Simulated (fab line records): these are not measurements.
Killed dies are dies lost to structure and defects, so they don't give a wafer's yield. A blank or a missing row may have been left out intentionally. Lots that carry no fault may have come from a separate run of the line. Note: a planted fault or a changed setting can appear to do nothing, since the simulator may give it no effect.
Matching of chambers || flow gf180mcu || 4 sister chambers for GF_V4_CMP_04 on cmp-01
The step polishes SiO2. 8 wafers are shown with their chamber, then 12 later ones without.

== WAFERS, EACH WITH ITS CHAMBER ==
{"wafer": "L086.1", "chamber": 0, "motor-current-A (A)": 12.4, "slurry-filter-dp-kPa (kPa)": 13.53}
{"wafer": "L087.5", "chamber": 0, "motor-current-A (A)": 12.4, "slurry-filter-dp-kPa (kPa)": 13.30}
{"wafer": "L088.1", "chamber": 1, "motor-current-A (A)": 13.4, "slurry-filter-dp-kPa (kPa)": 13.61}
{"wafer": "L088.2", "chamber": 2, "motor-current-A (A)": 12.1, "slurry-filter-dp-kPa (kPa)": 13.43}
{"wafer": "L088.3", "chamber": 3, "motor-current-A (A)": 13.2, "slurry-filter-dp-kPa (kPa)": 13.44}
{"wafer": "L090.1", "chamber": 2, "motor-current-A (A)": 12.1, "slurry-filter-dp-kPa (kPa)": 13.56}
{"wafer": "L090.2", "chamber": 1, "motor-current-A (A)": 13.1, "slurry-filter-dp-kPa (kPa)": 13.29}
{"wafer": "L090.3", "chamber": 3, "motor-current-A (A)": 13.8, "slurry-filter-dp-kPa (kPa)": 13.51}

== WAFERS WITH NO CHAMBER GIVEN ==
{"wafer": "L091.2", "motor-current-A (A)": 12.3, "slurry-filter-dp-kPa (kPa)": 13.38}
{"wafer": "L091.3", "motor-current-A (A)": 12.2, "slurry-filter-dp-kPa (kPa)": 13.61}
{"wafer": "L091.5", "motor-current-A (A)": 13.1, "slurry-filter-dp-kPa (kPa)": 13.55}
{"wafer": "L092.2", "motor-current-A (A)": 13.0, "slurry-filter-dp-kPa (kPa)": 13.34}
{"wafer": "L092.5", "motor-current-A (A)": 13.1, "slurry-filter-dp-kPa (kPa)": 13.62}
{"wafer": "L092.6", "motor-current-A (A)": 12.6, "slurry-filter-dp-kPa (kPa)": 13.62}
{"wafer": "L093.2", "motor-current-A (A)": 13.2, "slurry-filter-dp-kPa (kPa)": 13.57}
{"wafer": "L093.3", "motor-current-A (A)": 12.5, "slurry-filter-dp-kPa (kPa)": 13.60}
{"wafer": "L093.4", "motor-current-A (A)": 12.6, "slurry-filter-dp-kPa (kPa)": 13.31}
{"wafer": "L096.2", "motor-current-A (A)": 13.6, "slurry-filter-dp-kPa (kPa)": 13.52}
{"wafer": "L096.3", "motor-current-A (A)": 12.1, "slurry-filter-dp-kPa (kPa)": 13.14}
{"wafer": "L096.4", "motor-current-A (A)": 11.4, "slurry-filter-dp-kPa (kPa)": 13.44}

== THE CHAMBER EACH PASSED THROUGH ==
{"wafer": "L091.2", "from the rows above": "can't be placed: 0 or 2", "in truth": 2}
{"wafer": "L091.3", "from the rows above": "can't be placed: 2 or 0", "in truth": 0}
{"wafer": "L091.5", "from the rows above": "can't be placed: 1 or 3", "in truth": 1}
{"wafer": "L092.2", "from the rows above": "can't be placed: 1 or 3 or 0", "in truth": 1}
{"wafer": "L092.5", "from the rows above": "can't be placed: 1 or 3 or 0", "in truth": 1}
{"wafer": "L092.6", "from the rows above": "can't be placed: 0 or 2 or 1", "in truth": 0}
{"wafer": "L093.2", "from the rows above": "can't be placed: 1 or 3", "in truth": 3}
{"wafer": "L093.3", "from the rows above": "can't be placed: 0 or 2", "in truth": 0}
{"wafer": "L093.4", "from the rows above": "can't be placed: 0 or 2 or 1", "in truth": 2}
{"wafer": "L096.2", "from the rows above": "can't be placed: 3 or 1", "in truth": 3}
{"wafer": "L096.3", "from the rows above": "can't be placed: 0 or 2", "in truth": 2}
{"wafer": "L096.4", "from the rows above": "can't be placed: 2 or 0", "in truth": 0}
Placed correctly: 0 of 12. Unplaceable from these rows: 12, with the true chamber sitting among the candidates in 12. Number placed wrongly: 0.
How it was worked out, from the rows above alone: a wafer's distance from a chamber is the root of the sum, over the readings, of the square of ((its reading less the chamber's mean) divided by the reading's scatter). If the next closest chamber is less than 2 further off than the closest, the wafer can't be placed; otherwise it belongs to the closest. Each chamber's mean is taken over the wafers shown for it. The scatter: the root of (the sum of the squares of (reading less its chamber's mean) over the shown wafers, divided by (wafers less chambers)).
